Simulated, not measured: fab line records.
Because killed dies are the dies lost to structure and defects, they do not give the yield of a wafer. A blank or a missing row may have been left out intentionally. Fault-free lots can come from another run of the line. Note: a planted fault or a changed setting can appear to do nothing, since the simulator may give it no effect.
2 desks looking at one fault || flow sky130 || every desk sees just its own numbers, and what lay behind them comes last

## TOOL OWNER'S DESK, implanter-01
The tool's own readings at SKY_VT_ADJUST_LVTN_IMPLANT_19, given as means over the sampled wafers that have a number, one for each lot that went through this tool. The brackets show how far a lot's mean lies from the usual mean; more than 4 standard deviations puts the lot out of limits, marked OUT.
Columns: A = beam-on-s at SKY_VT_ADJUST_LVTN_IMPLANT_19, usual 10.00 s; B = faraday-current-uA at SKY_VT_ADJUST_LVTN_IMPLANT_19, usual 3.66
{"lot": "L422", "first seen here": "day 7 12:28", "A": 10.12, "B": 3.61}
{"lot": "L425", "first seen here": "day 8 07:51", "A": 9.90, "B": 3.70}
{"lot": "L428", "first seen here": "day 9 11:33", "A": 10.20, "B": 3.59}
{"lot": "L433", "first seen here": "day 10 19:03", "A": "12.52 (+11) OUT", "B": "2.92 (-9.2) OUT"}
{"lot": "L435", "first seen here": "day 11 06:37", "A": "12.68 (+12) OUT", "B": "2.89 (-9.5) OUT"}
{"lot": "L442", "first seen here": "day 13 10:38", "A": 10.06, "B": 3.64}
{"lot": "L445", "first seen here": "day 14 03:22", "A": 10.28, "B": 3.57}
Finding of this desk: L433, L435 out of limits; the first was L433 at day 10 19:03, on beam-on-s at SKY_VT_ADJUST_LVTN_IMPLANT_19. L422, L425, L428, L442, L445 stayed within limits.

## FROM THE METROLOGY DESK
Lot by lot, what the gauges showed, no matter which tool ran the lot: averages of those sampled wafers that carry a number. The brackets show how far a lot's mean lies from the usual mean; more than 4 standard deviations puts the lot out of limits, marked OUT.
Columns: A = NWELL_OXIDATION_THK at SKY_NWELL_THK_MEAS_02, usual 9.94 nm; B = VT_ADJUST_LVTN_01_OVL at SKY_VT_ADJUST_LVTN_OVL_MEAS_18, usual -0.6 nm; C = VT_ADJUST_LVTN_2_TW at SKY_VT_ADJUST_LVTN_TW_MEAS_21, usual 189.1; D = VT_ADJUST_HVTR_TW at SKY_VT_ADJUST_HVTR_TW_MEAS_11, usual 211.3
{"lot": "L422", "first seen here": "day 2 12:08", "A": 10.02, "B": 1.1, "C": 187.9, "D": 212.1}
{"lot": "L423", "first seen here": "day 2 20:32", "A": 9.91, "B": 0.5, "C": 189.4, "D": 211.7}
{"lot": "L424", "first seen here": "day 3 00:16", "A": 10.12, "B": -1.2, "C": 189.7, "D": 212.6}
{"lot": "L425", "first seen here": "day 3 01:47", "A": 9.79, "B": -1.8, "C": 189.4, "D": 210.6}
{"lot": "L428", "first seen here": "day 3 22:27", "A": 9.78, "B": -0.6, "C": 188.8, "D": 211.4}
{"lot": "L432", "first seen here": "day 4 17:22", "A": 9.79, "B": 0.4, "C": 188.2, "D": 211.3}
{"lot": "L433", "first seen here": "day 4 22:32", "A": 10.30, "B": -1.1, "C": "202.7 (+12) OUT", "D": 211.4}
{"lot": "L434", "first seen here": "day 5 00:49", "A": 10.25, "B": -1.4, "C": 190.5, "D": 211.7}
{"lot": "L435", "first seen here": "day 5 07:50", "A": 9.97, "B": -1.1, "C": "201.3 (+11) OUT", "D": 210.4}
{"lot": "L436", "first seen here": "day 5 17:26", "A": 10.18, "B": -2.2, "C": 188.1, "D": 211.8}
{"lot": "L442", "first seen here": "day 6 21:02", "A": 9.88, "B": 0.5, "C": 189.5, "D": 210.2}
{"lot": "L444", "first seen here": "day 7 06:16", "A": 9.77, "B": 0.6, "C": 186.8, "D": 212.5}
{"lot": "L445", "first seen here": "day 7 12:53", "A": 9.78, "B": -1.3, "C": 187.4, "D": 210.4}
Per this desk, out of limits: L433, L435; the first was L433, day 10 19:18 (VT_ADJUST_LVTN_2_TW at SKY_VT_ADJUST_LVTN_TW_MEAS_21). L422, L423, L424, L425, L428, L432, L434, L436, L442, L444, L445 stayed within limits.

## TAKEN TOGETHER
At day 10 19:03, on L433, L435, the tool owner's desk was in a position to raise an alarm.
Metrology desk: alarm possible at day 10 19:18 on L433, L435.
The lots listed all ran SKY_VT_ADJUST_LVTN_IMPLANT_19 on implanter-01.

## WHAT WAS PUT IN BY THE SIMULATOR
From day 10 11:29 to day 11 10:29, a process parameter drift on implanter-01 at SKY_VT_ADJUST_LVTN_IMPLANT_19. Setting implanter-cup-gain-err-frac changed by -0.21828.
Struck lots among those shown: L433, L435.
Hours from the fault's start to each desk's first reading out of limits: the tool owner's desk, 8; the metrology desk, 8.
